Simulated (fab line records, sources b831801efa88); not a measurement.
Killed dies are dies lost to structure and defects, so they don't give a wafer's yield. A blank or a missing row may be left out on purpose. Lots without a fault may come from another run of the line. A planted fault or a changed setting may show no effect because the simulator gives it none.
A struck lot beside a sound one | flow sky130 | 44 steps out of a route of 708
Sound: wafers L353.2, L353.3, L353.4. Struck: wafer L363.3. (L363.4 of the same lot was not struck and is left out.) The cause comes at the end.
At each step with rows: each side's tool, then ch and its chambers, then its first start. Under that, the readings that differ: sound wafers | struck wafers | difference of the means | sigmas: that difference in standard deviations of wafers without a fault.
alike: readings whose means differ by less than 2 such deviations, and words and numbers that are the same on both sides. not compared: withheld readings, readings that some wafer has no value for, bounds like >300 that may hide the same value, and numbers for which the record gives no deviation and whose values overlap.
The two part at a step that has a row with sigmas, a row that says differs or no value, or rows on one side only. Numbers that don't overlap but have no deviation are shown without sigmas and don't part them. A reading that every wafer of one side lacks parts them only if that side has two wafers or more.

first, 2 steps without rows for these wafers: SKY_DNWELL_DEVELOP_06 (develop time 60 s); SKY_DNWELL_IMPLANT_07.
SKY_DNWELL_STRIP_08: strips in O2/N2.
  sound on plasma_asher-04 ch 0,1, day 3 22:59; struck on plasma_asher-04 ch 1, day 6 01:34
  alike: drypump_motor_current_A, oes_product_au, strip_time_to_endpoint_s
  not compared: rf_hours_counter_h
SKY_DNWELL_TW_MEAS_09:
  sound on film_metro-03, day 3 23:06; struck on film_metro-03, day 6 01:40
  alike: DNWELL_TW
then, 7 steps without rows for these wafers: SKY_PWDE_DEHYDRATE_00 (time 60 s); SKY_PWDE_HMDS_01 (prime time 60 s); SKY_PWDE_COAT_02 (resist thk 3000 nm); SKY_PWDE_SOFTBAKE_03; SKY_PWDE_EXPOSE_04 (exposes mask PWDEM, target cd 840 nm); SKY_PWDE_PEB_05; SKY_PWDE_DEVELOP_06 (develop time 60 s).
SKY_PWDE_OVL_MEAS_07:
  sound on overlay-02, day 4 16:11; struck on overlay-01, day 6 21:23
  alike: PWDE_OVL
SKY_PWDE_IMPLANT_08:
  sound on implanter-02 ch 0, day 4 16:14; struck on implanter-03 ch 0, day 6 21:28
SKY_PWDE_STRIP_09: strips in O2/N2.
  sound on plasma_asher-01 ch 0,1, day 4 16:22; struck on plasma_asher-03 ch 0, day 6 21:35
  alike: drypump_motor_current_A, oes_product_au, strip_time_to_endpoint_s
  not compared: rf_hours_counter_h
SKY_PWDE_TW_MEAS_10:
  sound on film_metro-03, day 4 16:28; struck on film_metro-02, day 6 21:41
  alike: PWDE_TW
then, 7 steps without rows for these wafers: SKY_NWELL_DEHYDRATE_03 (time 60 s); SKY_NWELL_HMDS_04 (prime time 60 s); SKY_NWELL_COAT_05 (resist thk 3000 nm); SKY_NWELL_SOFTBAKE_06; SKY_NWELL_EXPOSE_07 (exposes mask NWM, target cd 840 nm); SKY_NWELL_PEB_08; SKY_NWELL_DEVELOP_09 (develop time 60 s).
SKY_NWELL_OVL_MEAS_10:
  sound on overlay-02, day 5 09:45; struck on overlay-01, day 7 17:20
  alike: NWELL_00_OVL
then, 3 steps without rows for these wafers: SKY_NWELL_IMPLANT_11; SKY_NWELL_IMPLANT_12; SKY_NWELL_IMPLANT_13.
SKY_NWELL_STRIP_14: strips in O2/N2.
  sound on plasma_asher-03 ch 0,1, day 5 10:14; struck on plasma_asher-02 ch 0, day 7 17:50
  alike: drypump_motor_current_A, oes_product_au, strip_time_to_endpoint_s
  not compared: rf_hours_counter_h
SKY_NWELL_TW_MEAS_15:
  sound on film_metro-03, day 5 10:20; struck on film_metro-03, day 7 17:56
  alike: NWELL_TW
then, 7 steps without rows for these wafers: SKY_NWELL_DEHYDRATE_16 (time 60 s); SKY_NWELL_HMDS_17 (prime time 60 s); SKY_NWELL_COAT_18 (resist thk 3000 nm); SKY_NWELL_SOFTBAKE_19; SKY_NWELL_EXPOSE_20 (exposes mask NWM COMPLEMENT, target cd 840 nm); SKY_NWELL_PEB_21; SKY_NWELL_DEVELOP_22 (develop time 60 s).
SKY_NWELL_OVL_MEAS_23:
  sound on overlay-01, day 6 04:42; struck on overlay-01, day 8 14:26
  alike: NWELL_01_OVL
then, 1 step without rows for these wafers: SKY_NWELL_IMPLANT_24.
SKY_NWELL_STRIP_25: strips in O2/N2.
  sound on plasma_asher-03 ch 0,1, day 6 04:53; struck on plasma_asher-01 ch 0, day 8 14:38
  reading                     | sound       | struck | difference | sigmas
  drypump_motor_current_A (A) | 6.0 6.0 6.2 | 5.4    | -0.7       | -2
  alike: oes_product_au, strip_time_to_endpoint_s
  not compared: rf_hours_counter_h
SKY_NWELL_TW_MEAS_26:
  sound on film_metro-04, day 6 04:59; struck on film_metro-02, day 8 14:44
  reading    | sound             | struck | difference | sigmas
  NWELL_2_TW | 491.8 493.2 493.4 | 499.7  | +6.9       | +3
then, 1 step without rows for these wafers: SKY_NWELL_CLEAN_27 (cleans in SC1/SC2, time 150 s).
SKY_NWELL_RTA_28: time 30 s.
  sound on rtp_anneal-01 ch 0, day 6 05:06; struck on rtp_anneal-01 ch 0, day 8 14:52
  alike: lamp_power_pct, wafer_temp_C_max
SKY_NWELL_RS_MEAS_29: measures by four-point-probe.
  sound on film_metro-03, day 6 05:13; struck on film_metro-04, day 8 14:58
  alike: NWELL_RS
SKY_NWELL_RS_MEAS_31: measures by four-point-probe.
  sound on film_metro-03, day 6 05:27; struck on film_metro-04, day 8 15:12
  reading          | sound          | struck | difference | sigmas
  PWDE_RS (ohm/sq) | 5259 5249 5264 | 5357   | +100       | +6
-- the record jumps here: 40 days lie between the struck wafers' starts before and after (it left off in module NWELL and takes up again in module PAD_OPEN, whose first step shown is number 708 of the route) --
SKY_PAD_OPEN_PROBE_99:
  sound on prober-01, day 46 13:26; struck on prober-01, day 48 22:58
  reading             | sound    | struck | difference | sigmas
  killed_at_front_end | 27 10 28 | 13     | -9         | -2
  alike: killed_at_M0_to_M3, killed_at_M4_up, killed_at_contacts, killed_at_other, killed_dies, killed_open, killed_short

WHERE THEY PART
First at SKY_NWELL_STRIP_25; last, within this record, at SKY_PAD_OPEN_PROBE_99.

WHY: what the simulator had put in
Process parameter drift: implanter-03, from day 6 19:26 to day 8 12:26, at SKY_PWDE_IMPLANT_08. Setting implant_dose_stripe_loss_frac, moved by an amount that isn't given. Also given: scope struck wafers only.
